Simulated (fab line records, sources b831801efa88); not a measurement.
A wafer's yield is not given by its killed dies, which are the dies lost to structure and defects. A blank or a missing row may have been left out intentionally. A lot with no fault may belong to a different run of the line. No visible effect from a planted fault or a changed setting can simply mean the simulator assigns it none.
The tool behind it: which one? -- flow sky130 -- 27 wafers from 9 lots sampled at 5 of the route's 708 steps

== WHAT THE GAUGES SHOWED, per wafer ==
SKY_CAP2M_RS_MEAS_03: measurement is done with a four-point probe.
lot,measured,on,CAP2M_TIN_RS (ohm/sq)
L910,day 40 02:26,film_metro-02,6.85 6.94 6.98
L911,day 40 09:35,film_metro-04,6.85 6.92 6.84
L917,day 41 22:50,film_metro-04,6.85 6.91 6.84
L919,day 42 17:17,film_metro-01,6.90 6.96 6.92
L922,day 43 15:43,film_metro-02,6.85 6.78 6.91
L923,day 43 22:58,film_metro-04,6.86 6.85 6.86
L927,day 44 20:51,film_metro-01,7.01 7.01 7.02
L931,day 45 19:01,film_metro-01,8.86 8.82 8.84
L932,day 45 23:35,film_metro-02,8.80 8.85 8.67

== TOOL THAT RAN EACH LOT (tool first, then ch and the chambers of the sampled wafers, then the start) ==
lot,SKY_METAL2_SPUTTER_03,SKY_VIA3_CMP_24,SKY_METAL4_SPUTTER_00,SKY_CAP2M_SPUTTER_02
L910,"pvd_sputter-02, day 34 09:22","cmp-01 ch 0,2,3, day 40 01:49","pvd_sputter-04, day 40 02:04","pvd_sputter-03, day 40 02:19"
L911,"pvd_sputter-02, day 34 15:03","cmp-01 ch 1,2, day 40 08:58","pvd_sputter-02, day 40 09:13","pvd_sputter-03, day 40 09:27"
L917,"pvd_sputter-02, day 36 10:59","cmp-02 ch 0,2,3, day 41 22:11","pvd_sputter-02, day 41 22:29","pvd_sputter-01, day 41 22:44"
L919,"pvd_sputter-01, day 37 06:48","cmp-02 ch 1,2, day 42 16:39","pvd_sputter-04, day 42 16:57","pvd_sputter-02, day 42 17:11"
L922,"pvd_sputter-02, day 38 06:34","cmp-02 ch 0,1,3, day 43 15:07","pvd_sputter-02, day 43 15:22","pvd_sputter-01, day 43 15:36"
L923,"pvd_sputter-04, day 38 12:54","cmp-02 ch 0,1,3, day 43 22:25","pvd_sputter-02, day 43 22:34","pvd_sputter-03, day 43 22:48"
L927,"pvd_sputter-02, day 39 13:46","cmp-02 ch 1,2,3, day 44 20:11","pvd_sputter-04, day 44 20:29","pvd_sputter-03, day 44 20:43"
L931,"pvd_sputter-04, day 40 17:39","cmp-02 ch 1,2,3, day 45 18:27","pvd_sputter-02, day 45 18:39","pvd_sputter-03, day 45 18:53"
L932,"pvd_sputter-02, day 40 21:05","cmp-01 ch 0,1,2, day 45 23:00","pvd_sputter-02, day 45 23:12","pvd_sputter-03, day 45 23:26"
- SKY_METAL2_SPUTTER_03: material Ti, target thk 5 nm, time 3.3 s.
- SKY_VIA3_CMP_24: polishes, stops on SiO2, t overpolish 20 s, target thk 0 nm.
- SKY_METAL4_SPUTTER_00: material Ti, target thk 15 nm, time 10 s.
- SKY_CAP2M_SPUTTER_02: material TiN, target thk 200 nm, time 166.7 s.

== THE ANSWER, worked out from the rows above alone ==
Rule: usual is defined by the lots themselves. The widest of any qualifying gaps counts: lots, ordered by their means at a reading, are off when they make up no more than a third of the lots, leave a main group of 4 or more, and stand apart from it by 3 or more times the standard deviation of that group's means. The tables above print the reading to a certain number of digits; a main group whose means all agree to those digits is not used. A lot without any number at a reading at which 4 lots or more have one is off too. Any other lot the step has rows for is counted as sound.
Off: at SKY_CAP2M_RS_MEAS_03 (CAP2M_TIN_RS), L931, L932. Mean 6.90 ohm/sq and standard deviation 0.055 in the main group.
A tool fits if, at a process step before that reading, it ran every lot that is off, and no sound lot after the first of them. Gauges at SKY_CAP2M_RS_MEAS_03: tried the same way as those tools. Undecided on this evidence; 2 tools fit (pvd_sputter-02 at SKY_METAL4_SPUTTER_00, pvd_sputter-03 at SKY_CAP2M_SPUTTER_02).

== WHAT HAD BEEN PUT IN BY THE SIMULATOR ==
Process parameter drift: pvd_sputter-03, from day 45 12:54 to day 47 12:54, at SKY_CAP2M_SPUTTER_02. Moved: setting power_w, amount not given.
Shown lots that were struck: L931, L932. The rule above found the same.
